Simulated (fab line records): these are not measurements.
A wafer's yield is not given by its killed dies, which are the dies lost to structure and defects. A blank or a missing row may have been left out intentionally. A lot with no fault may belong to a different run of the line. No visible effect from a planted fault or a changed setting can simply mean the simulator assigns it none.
What tool caused it? + flow sky130 + 10 lots, 30 wafers sampled, at 5 steps of a route of 708

## WHAT EACH GAUGE READ, for each wafer
SKY_CAP2M_RS_MEAS_03: measures by four-point-probe.
| lot  | measured     | on           | CAP2M_TIN_RS (ohm/sq) |
|------|--------------|--------------|-----------------------|
| L677 | day 40 23:26 | filmMetro-03 | 6.98 7.05 7.01        |
| L679 | day 41 13:34 | filmMetro-04 | 6.89 6.83 6.95        |
| L681 | day 42 05:44 | filmMetro-02 | 6.95 6.94 6.83        |
| L687 | day 44 01:07 | filmMetro-03 | 6.91 6.97 6.90        |
| L688 | day 44 02:25 | filmMetro-02 | 6.89 6.88 6.84        |
| L689 | day 44 13:10 | filmMetro-02 | 6.81 6.87 6.84        |
| L690 | day 44 17:41 | filmMetro-04 | 6.83 6.88 6.93        |
| L691 | day 44 21:56 | filmMetro-04 | 6.93 7.02 6.94        |
| L694 | day 45 10:24 | filmMetro-04 | 7.06 7.18 7.04        |
| L693 | day 45 16:19 | filmMetro-04 | 6.91 6.95 6.83        |

SKY_VIA4_RS_MEAS_19: measures by four-point-probe.
| lot  | measured     | on           | VIA4_W_RS (ohm/sq)   |
|------|--------------|--------------|----------------------|
| L677 | day 44 01:16 | filmMetro-01 | 0.2222 0.2238 0.2223 |
| L679 | day 44 14:32 | filmMetro-02 | 0.2279 0.2321 0.2305 |
| L681 | day 45 06:55 | filmMetro-02 | 0.2308 0.2287 0.2278 |
| L687 | day 46 22:05 | filmMetro-01 | 0.2281 0.2267 0.2282 |
| L688 | day 46 22:40 | filmMetro-03 | 0.2250 0.2257 0.2285 |
| L689 | day 47 09:00 | filmMetro-01 | 0.1141 0.1140 0.1136 |
| L690 | day 47 12:22 | filmMetro-01 | 0.2303 0.2318 0.2281 |
| L691 | day 47 16:25 | filmMetro-01 | 0.1112 0.1132 0.1109 |
| L694 | day 48 03:01 | filmMetro-03 | 0.1127 0.1141 0.1125 |
| L693 | day 48 08:40 | filmMetro-03 | 0.2299 0.2262 0.2236 |

SKY_VIA4_THK_MEAS_20: measures by xrf.
| lot  | measured     | on           | VIA4_W_THK (nm) |
|------|--------------|--------------|-----------------|
| L677 | day 44 01:22 | filmMetro-01 | 513 511 514     |
| L679 | day 44 14:40 | filmMetro-02 | 493 488 487     |
| L681 | day 45 07:01 | filmMetro-02 | 489 487 495     |
| L687 | day 46 22:13 | filmMetro-01 | 506 504 503     |
| L688 | day 46 22:45 | filmMetro-03 | 505 500 498     |
| L689 | day 47 09:13 | filmMetro-01 | - - -           |
| L690 | day 47 12:28 | filmMetro-01 | 496 491 503     |
| L691 | day 47 16:32 | filmMetro-01 | - - -           |
| L694 | day 48 03:08 | filmMetro-03 | 983 960 976     |
| L693 | day 48 08:46 | filmMetro-03 | 492 499 503     |

## EACH LOT AND THE TOOL THAT RAN IT (in order: tool; ch and the chambers of the sampled wafers; start)
| lot  | SKY_METAL4_SPUTTER_02       | SKY_VIA4_CVD_18              |
|------|-----------------------------|------------------------------|
| L677 | pvdSputter-01, day 40 23:07 | cvdW-01 ch 0,1, day 44 01:05 |
| L679 | pvdSputter-01, day 41 13:16 | cvdW-02 ch 0,1, day 44 14:23 |
| L681 | pvdSputter-01, day 42 05:23 | cvdW-02 ch 0,1, day 45 06:47 |
| L687 | pvdSputter-02, day 44 00:49 | cvdW-02 ch 0,1, day 46 21:56 |
| L688 | pvdSputter-01, day 44 02:04 | cvdW-01 ch 0,1, day 46 22:30 |
| L689 | pvdSputter-02, day 44 12:49 | cvdW-02 ch 0,1, day 47 08:32 |
| L690 | pvdSputter-03, day 44 17:22 | cvdW-02 ch 0,1, day 47 12:11 |
| L691 | pvdSputter-01, day 44 21:37 | cvdW-01 ch 0,1, day 47 15:47 |
| L694 | pvdSputter-01, day 45 10:05 | cvdW-01 ch 0,1, day 48 02:32 |
| L693 | pvdSputter-01, day 45 15:58 | cvdW-01 ch 0,1, day 48 08:31 |
- SKY_METAL4_SPUTTER_02: material AlCu, target thk 735 nm, time 39.1 s.
- SKY_VIA4_CVD_18: deposits W, target thk 505 nm, time 152.14 s.

## WHAT THE TOOLS THEMSELVES READ (means of the sampled wafers that have a number; where no wafer has one, the mark that the record gives instead)
SKY_METAL4_SPUTTER_02.
| lot  | tool          | chamberPressurePa (Pa) | throttleValvePct (%) |
|------|---------------|------------------------|----------------------|
| L677 | pvdSputter-01 | 0.3992                 | 30.1                 |
| L679 | pvdSputter-01 | 0.3997                 | 29.7                 |
| L681 | pvdSputter-01 | 0.3999                 | 30.2                 |
| L687 | pvdSputter-02 | 0.4008                 | 29.7                 |
| L688 | pvdSputter-01 | 0.4000                 | 29.7                 |
| L689 | pvdSputter-02 | 0.4002                 | 30.2                 |
| L690 | pvdSputter-03 | 0.4006                 | 30.2                 |
| L691 | pvdSputter-01 | 0.4004                 | 30.0                 |
| L694 | pvdSputter-01 | 0.4004                 | 29.9                 |
| L693 | pvdSputter-01 | 0.3997                 | 30.7                 |

SKY_VIA4_CVD_18.
| lot  | tool    | heaterPowerW (W) |
|------|---------|------------------|
| L677 | cvdW-01 | 808              |
| L679 | cvdW-02 | 857              |
| L681 | cvdW-02 | 855              |
| L687 | cvdW-02 | 852              |
| L688 | cvdW-01 | 813              |
| L689 | cvdW-02 | 844              |
| L690 | cvdW-02 | 820              |
| L691 | cvdW-01 | 821              |
| L694 | cvdW-01 | 824              |
| L693 | cvdW-01 | 818              |

## THE ANSWER, worked out from the rows above alone
Rule: usual is defined by the lots themselves. Put in order of their means at a reading, lots are off if they are a third of the lots or fewer, leave a main group of 4 or more, and stand apart from it by a gap of 3 or more times the standard deviation of the main group's means; of several such gaps the widest counts. The tables above print the reading to a certain number of digits; a main group whose means all agree to those digits is not used. Also off: a lot with no number at a reading for which 4 or more lots have one. All remaining lots with rows at the step are treated as sound. The gauges are gone through in route order, then the tools' own readings, and for those a lot's mean is taken as printed above. The first step at which some lot is off is used, and at that step the reading that is off furthest; a lot without a number counts as furthest.
Off: L689, L691, L694, seen at SKY_VIA4_RS_MEAS_19 (VIA4_W_RS). The main group: mean 0.2275 ohm/sq, standard deviation 0.0024.
A tool fits if, at a process step before that reading, it ran every lot that is off, and no sound lot after the first of them. Gauges at SKY_VIA4_RS_MEAS_19: tried the same way as those tools. None of those tried fits.

## WHAT THE SIMULATOR PUT IN
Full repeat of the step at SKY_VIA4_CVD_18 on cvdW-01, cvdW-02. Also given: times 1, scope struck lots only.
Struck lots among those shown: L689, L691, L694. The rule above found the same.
